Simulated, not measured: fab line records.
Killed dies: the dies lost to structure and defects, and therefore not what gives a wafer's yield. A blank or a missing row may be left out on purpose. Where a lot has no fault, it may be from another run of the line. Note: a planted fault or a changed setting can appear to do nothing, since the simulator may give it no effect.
Which of the tools did it?    flow gf180mcu    at 1 step of a route of 602, 6 lots with 18 wafers sampled

WHAT THE GAUGES SHOWED, per wafer
GF_V2_RS_MEAS_24: the measuring method here is four-point-probe.
lot   measured      on             V2_W_RS (ohm/sq)
L247  day 21 07:22  film-metro-01  0.329 0.330 0.328
L249  day 22 02:56  film-metro-01  0.324 0.326 0.331
L252  day 23 06:42  film-metro-01  0.330 0.328 0.329
L260  day 26 06:23  film-metro-01  0.328 0.326 0.324
L262  day 26 20:25  film-metro-01  0.331 0.327 0.328
L264  day 27 11:59  film-metro-03  0.330 0.327 0.330

TOOL THAT RAN EACH LOT (tool first, then ch and the chambers of the sampled wafers, then the start)
The record holds no process step before these readings.

THE ANSWER, worked out from the rows above alone
Rule: what is usual is taken from the lots themselves. Put in order of their means at a reading, lots are off if they are a third of the lots or fewer, leave a main group of 4 or more, and stand apart from it by a gap of 3 or more times the standard deviation of the main group's means; of several such gaps the widest counts. A main group whose means are all the same, to the digits that the tables above print for the reading, isn't used. A lot without any number at a reading at which 4 lots or more have one is off too. Any other lot the step has rows for is counted as sound.
No lot is off at any reading shown: from this, nothing can be told.

WHAT THE SIMULATOR HAD INSERTED
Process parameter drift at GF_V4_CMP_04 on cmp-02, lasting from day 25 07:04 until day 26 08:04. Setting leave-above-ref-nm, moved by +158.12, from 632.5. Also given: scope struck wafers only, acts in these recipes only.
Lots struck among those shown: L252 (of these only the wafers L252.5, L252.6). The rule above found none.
